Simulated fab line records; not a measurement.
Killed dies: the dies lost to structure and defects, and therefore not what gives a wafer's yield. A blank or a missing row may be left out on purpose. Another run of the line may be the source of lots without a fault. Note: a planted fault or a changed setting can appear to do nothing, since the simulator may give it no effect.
Problem report in the 8D (eight disciplines) form, filled by code + flow sky130 + the parts of the form that need people (team, actions taken, sign-off) are left out

## 1. THE ISSUE
primeTempC at SKY_SONOS_TUNNEL_HMDS_01 reads a mean of 116.89 C on 6 wafers of 2 lots; wafers without a fault read 119.99 C with a standard deviation of 0.12. Relative to the usual mean, that is a shift of -26 standard deviations.
The step: prime time 60 s.
First seen on wafer L663.1, day 15 21:05, on lithoTrack-03. The record holds 42 wafers of 14 lots with a number at this step. Rule for "out", or "out of limits": more than 4 standard deviations from the usual mean. The other wafers with a number count as sound.

## 2. WHAT THIS IS AND IS NOT
| question                    | is                     | is not                                                                          |
|-----------------------------|------------------------|---------------------------------------------------------------------------------|
| which readings at this step | primeTempC             | -                                                                               |
| which lots                  | L663, L665             | L647, L648, L649, L650, L651, L652, L653, L654, L655, L664, L666, L669          |
| which wafers of those lots  | all that have a number | -                                                                               |
| read on which tools         | lithoTrack-03          | lithoTrack-02, lithoTrack-04                                                    |
| when                        | from day 15 21:05      | up to then (27 sound wafers); but 9 sound wafers of L664, L666, L669 came after |

## 3. THE SUSPECTS, EACH WITH WHAT RULES IT OUT
Counting: a tool at any process step up to the reading remains a suspect when it ran all the lots that are out and ran no sound lot after the first of those.
- lithoTrack-03 at SKY_SONOS_TUNNEL_HMDS_01 (prime time 60 s): kept. Every lot that is out went through it, starting with L663 (day 15 21:05), and after that it ran no sound lot; the last sound lot it ran before then is L655 (day 13 12:35). On those wafers its own readings are out: primeTempC.
Remaining after the count: lithoTrack-03 at SKY_SONOS_TUNNEL_HMDS_01.

## 4. THE CAUSE (what the simulator had put in)
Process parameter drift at SKY_SONOS_TUNNEL_HMDS_01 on lithoTrack-03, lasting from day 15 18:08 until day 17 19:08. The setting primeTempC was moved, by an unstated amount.
After counting, this tool was the only one left.

## 5. SEQUENCE OF EFFECTS, ordered by route
Each row: a reading whose mean over the struck wafers that have a number lies more than 3 standard deviations from the usual. Scope: only readings with a usual standard deviation given in the record; hours: median across lots of the time from each lot's start at the first step in this table that gives one to its start at this step; sigmas: change in usual standard deviations.
| hours | step                     | reading    | usual    | on struck wafers | change | sigmas |
|-------|--------------------------|------------|----------|------------------|--------|--------|
| 0     | SKY_SONOS_TUNNEL_HMDS_01 | primeTempC | 119.99 C | 116.89           | -3.10  | -26    |
It contains these process steps:
- SKY_SONOS_TUNNEL_HMDS_01: prime time 60 s.
Later measuring or inspecting steps at which every struck wafer that the step has a row for has a number for every such reading, and none has moved that far: SKY_GATE_OXIDE_THK_MEAS_02.

## 6. WHAT WOULD HAVE CAUGHT IT SOONER
The fault began at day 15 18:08; the first out-of-limits reading in this record came at day 15 21:05, 3 hours later.
